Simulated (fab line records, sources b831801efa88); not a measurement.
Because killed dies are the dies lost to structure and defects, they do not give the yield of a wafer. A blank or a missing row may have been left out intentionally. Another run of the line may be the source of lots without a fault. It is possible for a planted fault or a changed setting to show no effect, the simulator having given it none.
Which tool is to blame? :: flow gf180mcu :: Sampling: 12 lots, 36 wafers, 6 of 602 route steps

== WHAT EACH GAUGE READ, for each wafer ==
GF_HV_LDD_CD_MEAS_31: target cd 400 nm.
lot: L229
measured: day 12 17:40
on: cd_sem-01
cd_nm (nm): 400.6 401.5 402.5

lot: L230
measured: day 13 05:21
on: cd_sem-01
cd_nm (nm): 400.1 399.0 399.7

lot: L232
measured: day 13 17:09
on: cd_sem-02
cd_nm (nm): 398.7 398.6 398.8

lot: L234
measured: day 14 12:05
on: cd_sem-01
cd_nm (nm): 396.8 397.0 397.6

lot: L236
measured: day 15 09:00
on: cd_sem-02
cd_nm (nm): 401.4 398.8 401.0

lot: L237
measured: day 15 08:53
on: cd_sem-02
cd_nm (nm): 403.3 399.0 399.5

lot: L239
measured: day 16 03:23
on: cd_sem-02
cd_nm (nm): 398.3 401.1 402.5

lot: L240
measured: day 16 19:50
on: cd_sem-02
cd_nm (nm): 400.3 401.0 400.1

lot: L241
measured: day 17 04:49
on: cd_sem-02
cd_nm (nm): 401.3 400.0 402.7

lot: L243
measured: day 17 13:07
on: cd_sem-02
cd_nm (nm): 401.6 402.5 402.6

lot: L245
measured: day 18 03:08
on: cd_sem-01
cd_nm (nm): 398.7 397.6 396.7

lot: L247
measured: day 18 23:35
on: cd_sem-01
cd_nm (nm): 397.6 398.6 395.0

GF_HV_LDD_TW_MEAS_38.
lot: L229
measured: day 12 18:32
on: film_metro-02
HV_LDD_3_TW: 1418 1413 1412

lot: L230
measured: day 13 06:12
on: film_metro-02
HV_LDD_3_TW: 1411 1414 1418

lot: L232
measured: day 13 18:00
on: film_metro-02
HV_LDD_3_TW: 1417 1422 1416

lot: L234
measured: day 14 12:56
on: film_metro-04
HV_LDD_3_TW: 1444 1449 1445

lot: L236
measured: day 15 09:51
on: film_metro-01
HV_LDD_3_TW: 1425 1419 1418

lot: L237
measured: day 15 09:43
on: film_metro-04
HV_LDD_3_TW: 1454 1454 1444

lot: L239
measured: day 16 04:13
on: film_metro-04
HV_LDD_3_TW: 1438 1432 1439

lot: L240
measured: day 16 20:41
on: film_metro-04
HV_LDD_3_TW: 1397 1400 1405

lot: L241
measured: day 17 05:40
on: film_metro-04
HV_LDD_3_TW: 1400 1405 1403

lot: L243
measured: day 17 13:58
on: film_metro-02
HV_LDD_3_TW: 1388 1386 1400

lot: L245
measured: day 18 03:59
on: film_metro-04
HV_LDD_3_TW: 1431 1438 1431

lot: L247
measured: day 19 00:26
on: film_metro-01
HV_LDD_3_TW: 1420 1423 1420

GF_HV_LDD_RS_MEAS_53: a four-point-probe measurement.
lot: L229
measured: day 13 13:25
on: film_metro-04
HV_LDD_RS (ohm/sq): 419.4 419.8 418.5

lot: L230
measured: day 14 02:56
on: film_metro-02
HV_LDD_RS (ohm/sq): 418.3 418.6 418.9

lot: L232
measured: day 14 15:26
on: film_metro-02
HV_LDD_RS (ohm/sq): 417.7 418.2 418.7

lot: L234
measured: day 15 10:33
on: film_metro-02
HV_LDD_RS (ohm/sq): 419.4 419.3 419.0

lot: L236
measured: day 16 07:54
on: film_metro-02
HV_LDD_RS (ohm/sq): 420.7 419.0 419.4

lot: L237
measured: day 16 07:42
on: film_metro-02
HV_LDD_RS (ohm/sq): 418.5 417.1 417.5

lot: L239
measured: day 17 03:27
on: film_metro-01
HV_LDD_RS (ohm/sq): 416.5 416.3 414.9

lot: L240
measured: day 17 19:25
on: film_metro-02
HV_LDD_RS (ohm/sq): 424.4 424.5 423.0

lot: L241
measured: day 18 05:12
on: film_metro-04
HV_LDD_RS (ohm/sq): 425.1 425.4 425.4

lot: L243
measured: day 18 14:06
on: film_metro-04
HV_LDD_RS (ohm/sq): 424.1 425.7 424.3

lot: L245
measured: day 19 04:24
on: film_metro-04
HV_LDD_RS (ohm/sq): 419.7 418.9 418.6

lot: L247
measured: day 20 01:25
on: film_metro-02
HV_LDD_RS (ohm/sq): 419.2 419.4 421.1

== WHAT TOOL EACH LOT RAN ON (gives the tool, then ch and the chambers of the sampled wafers, and finally the start) ==
lot: L229
GF_POLY_GATE_STRIP_14: plasma_asher-04 ch 0,1, day 10 07:56
GF_HV_LDD_IMPLANT_33: implanter-03 ch 0, day 12 17:50
GF_HV_LDD_RTA_52: rtp_anneal-02 ch 0, day 13 13:21

lot: L230
GF_POLY_GATE_STRIP_14: plasma_asher-02 ch 0,1, day 10 17:49
GF_HV_LDD_IMPLANT_33: implanter-04 ch 0, day 13 05:30
GF_HV_LDD_RTA_52: rtp_anneal-02 ch 0, day 14 02:52

lot: L232
GF_POLY_GATE_STRIP_14: plasma_asher-04 ch 0,1, day 11 04:58
GF_HV_LDD_IMPLANT_33: implanter-03 ch 0, day 13 17:18
GF_HV_LDD_RTA_52: rtp_anneal-02 ch 0, day 14 15:22

lot: L234
GF_POLY_GATE_STRIP_14: plasma_asher-03 ch 0,1, day 11 21:49
GF_HV_LDD_IMPLANT_33: implanter-03 ch 0, day 14 12:15
GF_HV_LDD_RTA_52: rtp_anneal-02 ch 0, day 15 10:28

lot: L236
GF_POLY_GATE_STRIP_14: plasma_asher-04 ch 0,1, day 12 14:23
GF_HV_LDD_IMPLANT_33: implanter-04 ch 0, day 15 09:09
GF_HV_LDD_RTA_52: rtp_anneal-01 ch 0, day 16 07:50

lot: L237
GF_POLY_GATE_STRIP_14: plasma_asher-02 ch 0,1, day 12 16:46
GF_HV_LDD_IMPLANT_33: implanter-03 ch 0, day 15 09:03
GF_HV_LDD_RTA_52: rtp_anneal-02 ch 0, day 16 07:37

lot: L239
GF_POLY_GATE_STRIP_14: plasma_asher-02 ch 0,1, day 13 11:31
GF_HV_LDD_IMPLANT_33: implanter-04 ch 0, day 16 03:33
GF_HV_LDD_RTA_52: rtp_anneal-01 ch 0, day 17 03:22

lot: L240
GF_POLY_GATE_STRIP_14: plasma_asher-04 ch 0,1, day 13 23:31
GF_HV_LDD_IMPLANT_33: implanter-04 ch 0, day 16 20:00
GF_HV_LDD_RTA_52: rtp_anneal-02 ch 0, day 17 19:20

lot: L241
GF_POLY_GATE_STRIP_14: plasma_asher-03 ch 0,1, day 14 09:25
GF_HV_LDD_IMPLANT_33: implanter-04 ch 0, day 17 04:59
GF_HV_LDD_RTA_52: rtp_anneal-02 ch 0, day 18 05:07

lot: L243
GF_POLY_GATE_STRIP_14: plasma_asher-03 ch 1, day 14 15:01
GF_HV_LDD_IMPLANT_33: implanter-04 ch 0, day 17 13:16
GF_HV_LDD_RTA_52: rtp_anneal-02 ch 0, day 18 14:02

lot: L245
GF_POLY_GATE_STRIP_14: plasma_asher-02 ch 1, day 15 05:25
GF_HV_LDD_IMPLANT_33: implanter-03 ch 0, day 18 03:18
GF_HV_LDD_RTA_52: rtp_anneal-01 ch 0, day 19 04:19

lot: L247
GF_POLY_GATE_STRIP_14: plasma_asher-02 ch 0, day 15 21:59
GF_HV_LDD_IMPLANT_33: implanter-01 ch 0, day 18 23:45
GF_HV_LDD_RTA_52: rtp_anneal-02 ch 0, day 20 01:20
- GF_POLY_GATE_STRIP_14: strips in O2/N2.
- GF_HV_LDD_IMPLANT_33
- GF_HV_LDD_RTA_52: time 10 s.

== WHAT THE TOOLS THEMSELVES READ (means of the sampled wafers that have a number; where no wafer has one, the mark that the record gives instead) ==
GF_POLY_GATE_STRIP_14.
lot: L229
tool: plasma_asher-04
drypump_motor_current_A (A): 5.95
heater_power_w (W): 383
n2_flow_sccm (sccm): 299.7
oes_product_au (a.u.): 0.507

lot: L230
tool: plasma_asher-02
drypump_motor_current_A (A): 5.97
heater_power_w (W): 322
n2_flow_sccm (sccm): 300.0
oes_product_au (a.u.): 0.505

lot: L232
tool: plasma_asher-04
drypump_motor_current_A (A): 5.76
heater_power_w (W): 371
n2_flow_sccm (sccm): 299.1
oes_product_au (a.u.): 0.505

lot: L234
tool: plasma_asher-03
drypump_motor_current_A (A): 6.07
heater_power_w (W): 352
n2_flow_sccm (sccm): 299.4
oes_product_au (a.u.): 0.503

lot: L236
tool: plasma_asher-04
drypump_motor_current_A (A): 5.96
heater_power_w (W): 375
n2_flow_sccm (sccm): 299.6
oes_product_au (a.u.): 0.508

lot: L237
tool: plasma_asher-02
drypump_motor_current_A (A): 5.97
heater_power_w (W): 330
n2_flow_sccm (sccm): 299.5
oes_product_au (a.u.): 0.507

lot: L239
tool: plasma_asher-02
drypump_motor_current_A (A): 5.99
heater_power_w (W): 323
n2_flow_sccm (sccm): 299.6
oes_product_au (a.u.): 0.508

lot: L240
tool: plasma_asher-04
drypump_motor_current_A (A): 5.94
heater_power_w (W): 379
n2_flow_sccm (sccm): 300.3
oes_product_au (a.u.): 0.505

lot: L241
tool: plasma_asher-03
drypump_motor_current_A (A): 5.90
heater_power_w (W): 359
n2_flow_sccm (sccm): 299.5
oes_product_au (a.u.): 0.504

lot: L243
tool: plasma_asher-03
drypump_motor_current_A (A): 6.25
heater_power_w (W): 354
n2_flow_sccm (sccm): 301.5
oes_product_au (a.u.): 0.500

lot: L245
tool: plasma_asher-02
drypump_motor_current_A (A): 5.63
heater_power_w (W): 371
n2_flow_sccm (sccm): 300.2
oes_product_au (a.u.): 0.506

lot: L247
tool: plasma_asher-02
drypump_motor_current_A (A): 6.13
heater_power_w (W): 301
n2_flow_sccm (sccm): 299.7
oes_product_au (a.u.): 0.502

GF_HV_LDD_IMPLANT_33.
lot: L229
tool: implanter-03
dose_ions_cm2: 7.508e+12
faraday_current_uA: 42.5

lot: L230
tool: implanter-04
dose_ions_cm2: 7.496e+12
faraday_current_uA: 42.4

lot: L232
tool: implanter-03
dose_ions_cm2: 7.497e+12
faraday_current_uA: 42.5

lot: L234
tool: implanter-03
dose_ions_cm2: 7.498e+12
faraday_current_uA: 42.3

lot: L236
tool: implanter-04
dose_ions_cm2: 7.494e+12
faraday_current_uA: 42.2

lot: L237
tool: implanter-03
dose_ions_cm2: 7.506e+12
faraday_current_uA: 42.0

lot: L239
tool: implanter-04
dose_ions_cm2: 7.494e+12
faraday_current_uA: 42.6

lot: L240
tool: implanter-04
dose_ions_cm2: 5.416e+12
faraday_current_uA: 30.6

lot: L241
tool: implanter-04
dose_ions_cm2: 5.433e+12
faraday_current_uA: 30.8

lot: L243
tool: implanter-04
dose_ions_cm2: 5.427e+12
faraday_current_uA: 30.6

lot: L245
tool: implanter-03
dose_ions_cm2: 7.502e+12
faraday_current_uA: 42.1

lot: L247
tool: implanter-01
dose_ions_cm2: 7.499e+12
faraday_current_uA: 41.5

GF_HV_LDD_RTA_52.
lot: L229
tool: rtp_anneal-02
lamp_power_pct (%): 32.8
wafer_temp_C_max: 1002.4

lot: L230
tool: rtp_anneal-02
lamp_power_pct (%): 32.8
wafer_temp_C_max: 1002.6

lot: L232
tool: rtp_anneal-02
lamp_power_pct (%): 32.8
wafer_temp_C_max: 1002.6

lot: L234
tool: rtp_anneal-02
lamp_power_pct (%): 32.8
wafer_temp_C_max: 1003.1

lot: L236
tool: rtp_anneal-01
lamp_power_pct (%): 33.8
wafer_temp_C_max: 1005.3

lot: L237
tool: rtp_anneal-02
lamp_power_pct (%): 32.8
wafer_temp_C_max: 1002.9

lot: L239
tool: rtp_anneal-01
lamp_power_pct (%): 33.8
wafer_temp_C_max: 1004.9

lot: L240
tool: rtp_anneal-02
lamp_power_pct (%): 32.8
wafer_temp_C_max: 1001.9

lot: L241
tool: rtp_anneal-02
lamp_power_pct (%): 32.8
wafer_temp_C_max: 1003.3

lot: L243
tool: rtp_anneal-02
lamp_power_pct (%): 32.8
wafer_temp_C_max: 1002.0

lot: L245
tool: rtp_anneal-01
lamp_power_pct (%): 33.8
wafer_temp_C_max: 1005.9

lot: L247
tool: rtp_anneal-02
lamp_power_pct (%): 32.8
wafer_temp_C_max: 1002.9

== THE ANSWER, worked out from the rows above alone ==
Rule: the lots themselves supply what counts as usual. Put in order of their means at a reading, lots are off if they are a third of the lots or fewer, leave a main group of 4 or more, and stand apart from it by a gap of 3 or more times the standard deviation of the main group's means; of several such gaps the widest counts. If all means in a main group match to the digits the tables above print for the reading, that group is not used. A lot without any number at a reading at which 4 lots or more have one is off too. Where the step has rows for the other lots, those lots are counted as sound. The gauges are gone through in route order, then the tools' own readings, and for those a lot's mean is taken as printed above. The first step at which some lot is off is used, and at that step the reading that is off furthest; a lot without a number counts as furthest.
Off: L240, L241, L243, seen at GF_HV_LDD_RS_MEAS_53 (HV_LDD_RS). The main group has a mean of 418.6 ohm/sq with a standard deviation of 1.2.
If a tool, at a process step before that reading, ran all the lots that are off and no sound lot after the first of them, it fits. The gauges at GF_HV_LDD_RS_MEAS_53 aren't tried: what is off there is off at GF_HV_LDD_IMPLANT_33 too, on other tools, and a gauge's error can't cause that. One candidate fits, namely implanter-04 at GF_HV_LDD_IMPLANT_33. A fault onset in the window from L239 (day 16 03:33, its last sound lot) to L240 (day 16 20:00, its first lot off) fits.
The tool's own readings at GF_HV_LDD_IMPLANT_33 bear it out: on the lots that are off they differ by more than 5 times the standard deviation of the sound lots' means. dose_ions_cm2 reads 5.425e+12 there against 7.499e+12 on the sound lots; faraday_current_uA reads 30.7 there against 42.2 on the sound lots.

== WHAT THE SIMULATOR HAD PUT IN ==
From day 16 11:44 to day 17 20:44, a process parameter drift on implanter-04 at GF_HV_LDD_IMPLANT_33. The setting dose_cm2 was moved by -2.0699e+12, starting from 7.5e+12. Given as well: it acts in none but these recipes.
Struck lots among those shown: L240, L241, L243. Same finding as the rule above.
